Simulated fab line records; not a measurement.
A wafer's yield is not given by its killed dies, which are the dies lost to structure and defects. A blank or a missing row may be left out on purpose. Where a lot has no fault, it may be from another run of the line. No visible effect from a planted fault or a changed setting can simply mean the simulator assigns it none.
A single fault, viewed from 2 desks + flow gf180mcu + each desk has only its own numbers; what lay behind them comes last

AT THE TOOL OWNER'S DESK: lpcvd-02
The tool's own readings at GF_HV_LDD_CVD_54 (deposits SiO2 from TEOS, target thk 10 nm, time 75 s): means of the sampled wafers that have a number, for each lot that ran on this tool. The brackets show how far a lot's mean lies from the usual mean; more than 4 standard deviations puts the lot out of limits, marked OUT. It has 8 readings, of which 7 appear: the earliest out of limits, and the ones furthest out on some lot.
Columns: A = spikeTcBottomC at GF_HV_LDD_CVD_54, usual 700.8 C; B = spikeTcCentreC at GF_HV_LDD_CVD_54, usual 680.8 C; C = spikeTcLowerC at GF_HV_LDD_CVD_54, usual 679.8 C; D = spikeTcTopC at GF_HV_LDD_CVD_54, usual 696.4 C; E = spikeTcUpperC at GF_HV_LDD_CVD_54, usual 679.9 C; F = susceptorTempC at GF_HV_LDD_CVD_54, usual 679.99 C; G = zonePowerUpperPct at GF_HV_LDD_CVD_54, usual 10.5 %
| lot  | first seen here | A               | B               | C               | D               | E               | F                | G    |
|------|-----------------|-----------------|-----------------|-----------------|-----------------|-----------------|------------------|------|
| L939 | day 13 12:17    | 700.3           | 681.6           | 678.3           | 696.8           | 679.7           | 680.09           | 11.3 |
| L941 | day 14 11:51    | 703.3           | 681.4           | 680.2           | 697.0           | 678.2           | 679.94           | 9.1  |
| L942 | day 14 22:42    | 699.5           | 681.0           | 679.2           | 696.8           | 679.5           | 680.28           | 11.3 |
| L944 | day 15 12:18    | 685.1 (-11) OUT | 665.8 (-17) OUT | 665.7 (-12) OUT | 681.4 (-10) OUT | 665.2 (-11) OUT | 664.85 (-50) OUT | 10.9 |
| L954 | day 19 02:06    | 700.1           | 681.3           | 678.4           | 696.6           | 679.7           | 679.43           | 11.3 |
| L956 | day 19 13:48    | 702.0           | 681.6           | 679.9           | 697.5           | 677.3           | 679.57           | 9.0  |
| L957 | day 20 03:22    | 702.1           | 681.0           | 680.5           | 696.2           | 678.4           | 680.17           | 9.0  |
Finding of this desk: L944 out of limits; the first was L944 at day 15 12:18, on spikeTcBottomC at GF_HV_LDD_CVD_54. Within limits: L939, L941, L942, L954, L956, L957.

THE METROLOGY DESK
What the gauges read for every lot (on any tool): the sampled wafers with a number, averaged. The brackets show how far a lot's mean lies from the usual mean; more than 4 standard deviations puts the lot out of limits, marked OUT.
Columns: A = HV_LDD_03_OVL at GF_HV_LDD_OVL_MEAS_47, usual 0.1 nm; B = HV_LDD_CVD_54_THK at GF_HV_LDD_THK_MEAS_55, usual 10.05 nm; C = NSD_TW at GF_NSD_TW_MEAS_12, usual 4302; D = cdNm at GF_PSD_CD_MEAS_07, usual 400.3 nm
| lot  | first seen here | A    | B              | C    | D     |
|------|-----------------|------|----------------|------|-------|
| L935 | day 12 05:46    | -1.2 | 10.07          | 4351 | 400.3 |
| L937 | day 12 21:04    | 2.5  | 10.08          | 4224 | 398.8 |
| L938 | day 13 01:07    | 2.7  | 9.90           | 4329 | 398.7 |
| L939 | day 13 11:43    | 0.4  | 10.08          | 4224 | 401.7 |
| L940 | day 13 19:51    | -0.3 | 10.05          | 4214 | 399.1 |
| L941 | day 14 11:16    | 1.2  | 9.94           | 4356 | 400.2 |
| L942 | day 14 22:07    | -0.6 | 9.99           | 4354 | 401.3 |
| L944 | day 15 11:43    | 0.0  | 6.96 (-26) OUT | 4355 | 397.0 |
| L954 | day 19 01:31    | 2.6  | 10.07          | 4286 | 399.6 |
| L955 | day 19 02:34    | 1.1  | 10.16          | 4237 | 399.5 |
| L956 | day 19 13:13    | 0.2  | 9.84           | 4351 | 401.3 |
| L958 | day 19 23:33    | -0.5 | 10.05          | 4276 | 402.1 |
| L957 | day 20 02:46    | -1.0 | 10.22          | 4340 | 401.3 |
This desk reports L944 out of limits; the earliest was L944 at day 15 13:20 (HV_LDD_CVD_54_THK at GF_HV_LDD_THK_MEAS_55). Within limits: L935, L937, L938, L939, L940, L941, L942, L954, L955, L956, L958, L957.

PUT TOGETHER
At day 15 12:18, on L944, the tool owner's desk was in a position to raise an alarm.
Metrology desk: alarm possible at day 15 13:20 on L944.
GF_HV_LDD_CVD_54 was run on lpcvd-02 by each of the lots named.

WHAT THE SIMULATOR HAD INSERTED
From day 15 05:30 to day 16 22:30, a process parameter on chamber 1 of lpcvd-02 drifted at GF_HV_LDD_CVD_54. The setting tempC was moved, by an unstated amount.
Lots struck among those shown: L944.
Fault start to first reading out of limits, in hours, per desk: tool owner, 7; metrology, 8.
